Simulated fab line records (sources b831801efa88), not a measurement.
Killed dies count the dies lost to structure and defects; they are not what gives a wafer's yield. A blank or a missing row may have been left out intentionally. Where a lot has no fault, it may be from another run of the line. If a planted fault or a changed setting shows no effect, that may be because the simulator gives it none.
Split-lot experiment	flow sky130	on a route of 708 steps: 5 lots, 23 wafers read

## ON THE SPLIT
At SKY_VT_ADJUST_PCH_IMPLANT_08, the setting dose_cm2 was moved away from the recipe's 5e+11 on 10 of the 23 wafers read, by -5.7% to +7.3%. This setting was run at the recipe's value on the other wafers.

## BETWEEN THE SPLIT AND THE READING: the file shows 1 step in between
- SKY_VT_ADJUST_PCH_STRIP_09: strips in O2/N2

## THE READING
VT_ADJUST_PCH_TW, at SKY_VT_ADJUST_PCH_TW_MEAS_10. Typical for fault-free wafers on this fab line: 144.1, with standard deviation 0.97.

wafer	tool, chamber at the split	dose_cm2 as run	against the recipe	VT_ADJUST_PCH_TW	against lot-mates on the recipe
L074.1	implanter-03, 0	5e+11	recipe	144.8	-
L074.2	implanter-03, 0	5e+11	recipe	145.0	-
L074.3	implanter-03, 0	5e+11	recipe	144.6	-
L074.5	implanter-03, 0	4.713e+11	-5.7%	141.6	-3.2
L074.6	implanter-03, 0	4.713e+11	-5.7%	142.3	-2.5
L075.1	implanter-01, 0	5e+11	recipe	142.9	-
L075.3	implanter-01, 0	5e+11	recipe	142.3	-
L075.4	implanter-01, 0	5e+11	recipe	143.1	-
L075.5	implanter-01, 0	5.366e+11	+7.3%	145.6	+2.8
L075.6	implanter-01, 0	5.366e+11	+7.3%	146.4	+3.6
L077.1	implanter-03, 0	5e+11	recipe	144.6	-
L077.2	implanter-03, 0	4.823e+11	-3.5%	142.6	-1.8
L077.4	implanter-03, 0	4.823e+11	-3.5%	142.6	-1.8
L077.5	implanter-03, 0	5e+11	recipe	144.1	-
L077.6	implanter-03, 0	4.823e+11	-3.5%	142.9	-1.4
L081.1	implanter-01, 0	5e+11	recipe	145.4	-
L081.3	implanter-01, 0	5e+11	recipe	145.1	-
L081.4	implanter-01, 0	5e+11	recipe	144.8	-
L085.1	implanter-01, 0	5e+11	recipe	142.9	-
L085.2	implanter-01, 0	5.288e+11	+5.8%	145.6	+1.9
L085.3	implanter-01, 0	5e+11	recipe	144.4	-
L085.4	implanter-01, 0	5.288e+11	+5.8%	146.2	+2.5
L085.5	implanter-01, 0	5.288e+11	+5.8%	145.3	+1.7

FIT RESULTS
A straight line over all 23 wafers: VT_ADJUST_PCH_TW changes by +0.309 for each +1% of dose_cm2; r = +0.82; the points scatter about the line by 0.81.
The same after taking each lot's own level away (the mean of its wafers on the recipe; 23 wafers): +0.432 for each +1%; r = +0.97; scatter 0.41.
On that fit, the largest move of dose_cm2 shifts the reading by 3.2.
The lots' own levels span 142.77 to 145.10, that is 2.4 times the standard deviation above.
So the slope is not independent of the lot-to-lot level: the two fits are not the same.
Check: +3.12 against its lot-mates is what the line predicts for one of the wafers moved furthest among these (+7.3%) when that wafer is left out of the fit. It came out at +2.83 against them.

## OTHER SPLITS APPLIED TO THESE WAFERS
Other splits were also applied to these wafers ahead of the reading. Each is held against what the fit with the lots' levels taken away leaves over:
other split on the same wafers	wafers away from the commonest value	r with VT_ADJUST_PCH_TW (lot level and that fit taken away)
SKY_VT_ADJUST_NCORE_IMPLANT_09 dose_cm2	8	+0.07
SKY_VT_ADJUST_HVTR_IMPLANT_09 energy_kev	5	-0.05

## THE FILE'S OWN FIT
VT_ADJUST_PCH_TW changes by +0.435 for each +1% of dose_cm2, r = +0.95.
